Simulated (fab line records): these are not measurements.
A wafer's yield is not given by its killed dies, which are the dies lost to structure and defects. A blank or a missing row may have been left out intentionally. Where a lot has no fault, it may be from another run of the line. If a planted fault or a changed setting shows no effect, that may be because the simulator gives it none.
Chamber matching    flow gf180mcu    GF_V2_CMP_04 on cmp-01 has 4 sister chambers
The step polishes SiO2. 8 wafers are shown with their chamber, then 8 later ones without.

## WAFERS PAIRED WITH THEIR CHAMBERS
wafer   chamber  motor_current_A (A)  time_to_endpoint_s (s)
L685.4  0        12.2                 88
L689.5  1        10.1                 89
L690.3  1        10.1                 83
L690.6  2        12.3                 76
L691.1  0        11.5                 80
L691.3  3        9.7                  72
L691.5  2        11.0                 84
L692.1  3        10.2                 70

## WAFERS WHOSE CHAMBER IS MISSING
wafer   motor_current_A (A)  time_to_endpoint_s (s)
L692.3  10.1                 84
L692.5  11.8                 82
L705.1  10.1                 86
L705.3  11.9                 80
L705.6  11.6                 77
L706.3  10.4                 88
L706.4  12.0                 85
L706.6  10.9                 84

## EACH ONE'S CHAMBER
wafer   from the rows above                in truth
L692.3  1                                  1
L692.5  can't be placed: 0 or 2            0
L705.1  1                                  1
L705.3  can't be placed: 2 or 0            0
L705.6  can't be placed: 2 or 0            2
L706.3  1                                  1
L706.4  can't be placed: 0 or 2            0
L706.6  can't be placed: 1 or 2 or 0 or 3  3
Correctly placed: 3 of 8. Cannot be placed on the basis of these rows: 5; the candidates contain the true chamber in 5. Wrongly placed: 0.
How it was worked out, from the rows above alone: a wafer's distance from a chamber is the root of the sum, over the readings, of the square of ((its reading less the chamber's mean) divided by the reading's scatter). If the next closest chamber is less than 2 further off than the closest, the wafer can't be placed; otherwise it belongs to the closest. Each chamber's mean is taken over the wafers shown for it. How the scatter is found: for the shown wafers, subtract from each reading the mean of its chamber, square and add these, divide the total by (wafers less chambers), then take the root.
